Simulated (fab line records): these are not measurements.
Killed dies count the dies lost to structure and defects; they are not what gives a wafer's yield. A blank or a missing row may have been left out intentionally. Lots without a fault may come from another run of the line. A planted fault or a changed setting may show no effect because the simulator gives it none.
Which tool was responsible? | flow gf180mcu | 14 lots, 42 wafers sampled, at 2 steps of a route of 602

WHAT THE GAUGES SHOWED, per wafer
GF_V3_THK_MEAS_01.
lot  | measured     | on            | V3_CVD_00_THK (nm)
L971 | day 21 06:18 | film-metro-01 | 594 603 596
L972 | day 21 09:14 | film-metro-02 | 593 585 595
L974 | day 22 22:01 | film-metro-01 | 597 595 599
L975 | day 23 01:58 | film-metro-04 | 598 595 606
L976 | day 23 09:09 | film-metro-01 | 604 599 603
L979 | day 24 10:09 | film-metro-04 | 600 614 593
L980 | day 24 19:47 | film-metro-02 | 589 599 605
L981 | day 25 04:13 | film-metro-02 | 589 601 590
L982 | day 25 08:56 | film-metro-01 | 591 583 585
L985 | day 26 14:46 | film-metro-04 | 593 595 599
L986 | day 26 20:26 | film-metro-02 | 593 586 590
L987 | day 26 22:16 | film-metro-01 | 602 597 596
L992 | day 28 11:40 | film-metro-01 | 582 582 589
L993 | day 28 16:36 | film-metro-04 | 593 604 596

GF_V3_OVL_MEAS_15.
lot  | measured     | on         | V3_OVL (nm)
L971 | day 22 06:05 | overlay-01 | -2 2 1
L972 | day 22 09:52 | overlay-01 | 1 -2 -4
L974 | day 23 21:13 | overlay-01 | -5 -1 6
L975 | day 24 00:19 | overlay-02 | -1 3 6
L976 | day 24 08:01 | overlay-01 | 3 3 1
L979 | day 25 08:37 | overlay-02 | -1 2 3
L980 | day 25 18:23 | overlay-01 | 6 0 0
L981 | day 26 01:48 | overlay-02 | 6 0 -2
L982 | day 26 06:40 | overlay-02 | -7 1 -4
L985 | day 27 11:47 | overlay-02 | 3 3 6
L986 | day 27 16:27 | overlay-01 | -4 -1 -9
L987 | day 27 19:07 | overlay-01 | 3 8 6
L992 | day 29 07:35 | overlay-02 | 2 0 4
L993 | day 29 12:13 | overlay-02 | -1 2 1

WHICH TOOL RAN EACH LOT (tool, then ch and the chambers of the sampled wafers, then the start)
The record holds no process step before these readings.

AS READ BY THE TOOLS THEMSELVES (means over the sampled wafers that have a number; for cases with no such wafer, the mark the record gives instead)
The record holds no such reading with a usual standard deviation.

THE ANSWER, worked out from the rows above alone
Rule: what is usual is taken from the lots themselves. Put in order of their means at a reading, lots are off if they are a third of the lots or fewer, leave a main group of 4 or more, and stand apart from it by a gap of 3 or more times the standard deviation of the main group's means; of several such gaps the widest counts. If all means in a main group match to the digits the tables above print for the reading, that group is not used. A lot without any number at a reading at which 4 lots or more have one is off too. All remaining lots with rows at the step are treated as sound. Order of review: gauges by route order, followed by the tools' own readings, for which a lot's mean as printed above is used. At the first step where some lot is off, the reading lying furthest off is the one used; lots without a number count as furthest.
No lot is off on any of the readings shown, so nothing can be concluded from this.

WHAT WAS PUT IN BY THE SIMULATOR
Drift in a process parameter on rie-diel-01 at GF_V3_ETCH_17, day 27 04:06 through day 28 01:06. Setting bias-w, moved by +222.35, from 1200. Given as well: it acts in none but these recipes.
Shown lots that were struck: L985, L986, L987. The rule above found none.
